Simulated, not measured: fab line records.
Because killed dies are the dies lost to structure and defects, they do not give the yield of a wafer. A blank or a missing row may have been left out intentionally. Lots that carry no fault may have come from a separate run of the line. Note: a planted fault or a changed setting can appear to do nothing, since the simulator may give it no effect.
Which tool was responsible? / flow sky130 / 7 lots (21 wafers sampled), 1 step of a 708-step route

== WHAT THE GAUGES SHOWED, per wafer ==
SKY_POLY_GATE_OVL_MEAS_14.
lot=L679; measured=day 16 13:47; on=overlay-02; POLY_GATE_OVL (nm)=-1 2 -4
lot=L682; measured=day 17 11:27; on=overlay-02; POLY_GATE_OVL (nm)=-1 1 1
lot=L687; measured=day 19 16:23; on=overlay-02; POLY_GATE_OVL (nm)=1 0 8
lot=L689; measured=day 20 06:50; on=overlay-01; POLY_GATE_OVL (nm)=5 4 11
lot=L691; measured=day 21 01:26; on=overlay-01; POLY_GATE_OVL (nm)=3 8 -9
lot=L695; measured=day 22 14:08; on=overlay-02; POLY_GATE_OVL (nm)=8 4 -3
lot=L700; measured=day 24 02:49; on=overlay-01; POLY_GATE_OVL (nm)=5 1 5

== WHICH TOOL RAN EACH LOT (tool, then ch and the chambers of the sampled wafers, then the start) ==
No process step before these readings appears in the record.

== THE ANSWER, worked out from the rows above alone ==
Rule: usual is defined by the lots themselves. The widest of any qualifying gaps counts: lots, ordered by their means at a reading, are off when they make up no more than a third of the lots, leave a main group of 4 or more, and stand apart from it by 3 or more times the standard deviation of that group's means. If all means in a main group match to the digits the tables above print for the reading, that group is not used. A lot without any number at a reading at which 4 lots or more have one is off too. All remaining lots with rows at the step are treated as sound.
None of the lots is off at any reading shown; this tells nothing.

== WHAT HAD BEEN PUT IN BY THE SIMULATOR ==
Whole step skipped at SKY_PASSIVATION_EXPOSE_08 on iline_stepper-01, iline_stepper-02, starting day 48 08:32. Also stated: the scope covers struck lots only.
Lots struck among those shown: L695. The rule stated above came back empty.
